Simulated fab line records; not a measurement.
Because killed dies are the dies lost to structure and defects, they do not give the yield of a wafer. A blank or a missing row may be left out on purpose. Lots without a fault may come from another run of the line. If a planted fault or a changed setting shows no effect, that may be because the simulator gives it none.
Matching of chambers + flow gf180mcu + GF_V5_CVD_02 on pecvd-01 has 3 sister chambers
The step deposits SiO2 from TEOS, target thk 1450 nm, time 163.28 s. 6 wafers are shown with their chamber, then 7 later ones without.

## WAFERS WITH THEIR CHAMBER
| wafer  | chamber | heater-power-w (W) | heater-power-outer-w (W) |
|--------|---------|--------------------|--------------------------|
| L454.1 | 2       | 776                | 441                      |
| L455.1 | 0       | 599                | 278                      |
| L455.3 | 1       | 390                | 200                      |
| L455.6 | 1       | 488                | 258                      |
| L459.1 | 0       | 718                | 379                      |
| L459.5 | 2       | 805                | 451                      |

## WAFERS WHOSE CHAMBER IS MISSING
| wafer  | heater-power-w (W) | heater-power-outer-w (W) |
|--------|--------------------|--------------------------|
| L459.6 | 497                | 275                      |
| L466.1 | 518                | 277                      |
| L466.2 | 757                | 422                      |
| L466.4 | 400                | 199                      |
| L468.2 | 821                | 466                      |
| L468.4 | 645                | 332                      |
| L468.5 | 572                | 258                      |

## WHICH CHAMBER EACH ONE RAN IN
| wafer  | from the rows above     | in truth                   |
|--------|-------------------------|----------------------------|
| L459.6 | can't be placed: 1 or 0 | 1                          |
| L466.1 | can't be placed: 1 or 0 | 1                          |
| L466.2 | can't be placed: 2 or 0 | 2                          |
| L466.4 | 1                       | 1                          |
| L468.2 | 2                       | 2                          |
| L468.4 | 0                       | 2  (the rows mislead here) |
| L468.5 | can't be placed: 0 or 1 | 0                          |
2 of 7 placed correctly. These rows do not allow placing 4 (true chamber among the candidates in 4). Wrongly placed: 1.
How it was worked out, from the rows above alone: a wafer's distance from a chamber is the root of the sum, over the readings, of the square of ((its reading less the chamber's mean) divided by the reading's scatter). If the next closest chamber is less than 2 further off than the closest, the wafer can't be placed; otherwise it belongs to the closest. The mean given for a chamber averages the wafers shown for that chamber. The scatter: the root of (the sum of the squares of (reading less its chamber's mean) over the shown wafers, divided by (wafers less chambers)).
